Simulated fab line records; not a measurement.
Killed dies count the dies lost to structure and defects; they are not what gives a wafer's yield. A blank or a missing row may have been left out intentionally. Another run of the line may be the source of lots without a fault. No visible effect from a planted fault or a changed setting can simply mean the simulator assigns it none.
A struck lot beside a sound one -- flow sky130 -- 17 out of 708 route steps
Sound: these wafers, L474.1, L474.5, L474.6. Struck: wafer L485.1 (L485.3, L485.6, from the same lot, were not struck and are left out); the cause is given at the end.
Order at every step that has rows: each side's tool, ch and its chambers, its first start. Under that, the readings that differ: sound wafers -- struck wafers -- difference of the means -- sigmas: that difference in standard deviations of wafers without a fault.
alike: words and numbers the same on both sides, and readings whose means are apart by under 2 such deviations; not compared: readings that were withheld, readings missing a value for some wafer, numbers with overlapping values and no deviation given by the record, and bounds like >300 which may hide the same value.
The two part at a step that has a row with sigmas, a row that says differs or no value, or rows on one side only. Numbers that don't overlap but have no deviation are shown without sigmas and don't part them. A reading that every wafer of one side lacks parts them only if that side has two wafers or more.

SKY_METAL4_SPUTTER_04: material TiN, target thk 70 nm, time 58.3 s.
  struck on pvd_sputter-04, day 43 22:09; sound on pvd_sputter-01, day 40 18:02
  alike: throttle_valve_pct
SKY_CAP2M_CVD_00: deposits SiO2, target thk 15.5 nm.
  sound on pecvd-02 ch 0,2, day 40 18:05; struck on pecvd-04 ch 0, day 43 22:12
  alike: heater_power_w
SKY_CAP2M_THK_MEAS_01:
  struck on film_metro-04, day 43 22:13; sound on film_metro-04, day 40 18:07
  alike: CAP2M_CVD_00_THK
SKY_CAP2M_SPUTTER_02: material TiN, target thk 200 nm, time 166.7 s.
  struck on pvd_sputter-02, day 43 22:17; sound on pvd_sputter-02, day 40 18:10
  alike: throttle_valve_pct
SKY_CAP2M_RS_MEAS_03: measures by four-point-probe.
  struck on film_metro-04, day 43 22:23; sound on film_metro-02, day 40 18:16
reading,sound,struck,difference,sigmas
CAP2M_TIN_RS (ohm/sq),7.16 6.97 7.10,6.74,-0.34,-3
SKY_CAP2M_THK_MEAS_04: measures by xrf.
  struck on film_metro-04, day 43 22:31; sound on film_metro-02, day 40 18:23
reading,sound,struck,difference,sigmas
CAP2M_TIN_THK (nm),188 193 189,199,+9,+3
then, 6 steps without rows for these wafers: SKY_CAP2M_DEHYDRATE_05 (time 60 s); SKY_CAP2M_HMDS_06 (prime time 60 s); SKY_CAP2M_COAT_07 (resist thk 1140 nm); SKY_CAP2M_SOFTBAKE_08 (time 60 s); SKY_CAP2M_EXPOSE_09 (exposes mask CAP2M, target cd 1000 nm); SKY_CAP2M_PEB_10.
SKY_CAP2M_DEVELOP_11: develop time 60 s.
  sound on litho_track-01 ch 0, day 41 18:44; struck on litho_track-02 ch 0, day 44 21:01
SKY_CAP2M_OVL_MEAS_12:
  struck on overlay-01, day 44 21:10; sound on overlay-02, day 41 18:53
  alike: CAP2M_OVL
SKY_CAP2M_METAL_ETCH_13: etches TiN in Cl2/BCl3, stops on SiO2, target depth 220 nm, time 62.9 s.
  sound on rie_metal-04 ch 0,1, day 41 18:55; struck on rie_metal-02 ch 1, day 44 21:12
reading,sound,struck,difference,sigmas
oes_product_au (a.u.),0.918 0.938 0.924,0.959,+0.032,+4
model.CAP2M.cd_nm (nm),999.1 995.5 1000,1012,+14,
  alike: drypump_motor_current_A, throttle_valve_pct
  not compared: rf_hours_counter_h
SKY_CAP2M_STRIP_14: strips in O2/N2.
  sound on plasma_asher-03 ch 0,1, day 41 18:59; struck on plasma_asher-04 ch 1, day 44 21:17
  alike: drypump_motor_current_A, oes_product_au, strip_time_to_endpoint_s
  not compared: rf_hours_counter_h
after that, 1 step had no rows for these wafers: SKY_PAD_OPEN_PROBE_99.

WHERE THEY PART
Last at SKY_CAP2M_METAL_ETCH_13 as far as this record goes, first at SKY_CAP2M_RS_MEAS_03. Later steps at which nothing parts them and some readings are alike: SKY_CAP2M_STRIP_14.

WHY: the cause the simulator had injected
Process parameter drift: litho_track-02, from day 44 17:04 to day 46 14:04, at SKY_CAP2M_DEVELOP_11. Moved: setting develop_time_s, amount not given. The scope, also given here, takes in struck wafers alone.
